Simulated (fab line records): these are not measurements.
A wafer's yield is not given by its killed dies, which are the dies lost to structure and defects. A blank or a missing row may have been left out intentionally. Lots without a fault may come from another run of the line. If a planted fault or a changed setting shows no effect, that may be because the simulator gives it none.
Chamber matching / flow sky130 / rie diel-02 running SKY_VIA1_ETCH_14: 4 sister chambers
The step etches BARC in N2/H2, stops on SiO2, time 45.9 s, target depth 60 nm. 7 wafers are shown with their chamber, then 8 later ones without.

== WAFERS PAIRED WITH THEIR CHAMBERS ==
wafer=L079.4; chamber=0; drypump motor current A (A)=5.63; throttle valve pct (%)=13.236
wafer=L082.1; chamber=1; drypump motor current A (A)=5.92; throttle valve pct (%)=13.217
wafer=L082.5; chamber=0; drypump motor current A (A)=5.64; throttle valve pct (%)=13.215
wafer=L088.2; chamber=1; drypump motor current A (A)=5.91; throttle valve pct (%)=13.224
wafer=L088.5; chamber=2; drypump motor current A (A)=5.54; throttle valve pct (%)=13.224
wafer=L088.6; chamber=3; drypump motor current A (A)=5.32; throttle valve pct (%)=13.215
wafer=L090.1; chamber=2; drypump motor current A (A)=5.57; throttle valve pct (%)=13.225

== WAFERS WITHOUT THEIR CHAMBER ==
wafer=L090.2; drypump motor current A (A)=5.92; throttle valve pct (%)=13.230
wafer=L090.4; drypump motor current A (A)=5.33; throttle valve pct (%)=13.219
wafer=L091.4; drypump motor current A (A)=5.64; throttle valve pct (%)=13.221
wafer=L091.5; drypump motor current A (A)=5.32; throttle valve pct (%)=13.227
wafer=L091.6; drypump motor current A (A)=5.56; throttle valve pct (%)=13.213
wafer=L093.1; drypump motor current A (A)=5.92; throttle valve pct (%)=13.230
wafer=L093.4; drypump motor current A (A)=5.57; throttle valve pct (%)=13.221
wafer=L093.5; drypump motor current A (A)=5.94; throttle valve pct (%)=13.229

== CHAMBER TAKEN BY EACH ==
wafer=L090.2; from the rows above=1; in truth=1
wafer=L090.4; from the rows above=3; in truth=3
wafer=L091.4; from the rows above=0; in truth=0
wafer=L091.5; from the rows above=3; in truth=3
wafer=L091.6; from the rows above=2; in truth=2
wafer=L093.1; from the rows above=1; in truth=1
wafer=L093.4; from the rows above=2; in truth=2
wafer=L093.5; from the rows above=1; in truth=1
Correctly placed: 8 of 8. Left unplaced by these rows: 0. Number placed wrongly: 0.
How it was worked out, from the rows above alone: a wafer's distance from a chamber is the root of the sum, over the readings, of the square of ((its reading less the chamber's mean) divided by the reading's scatter). The wafer belongs to the nearest chamber; if the next one is less than 2 further off, it can't be placed. A chamber's mean is the mean of its shown wafers. The scatter: the root of (the sum of the squares of (reading less its chamber's mean) over the shown wafers, divided by (wafers less chambers)).
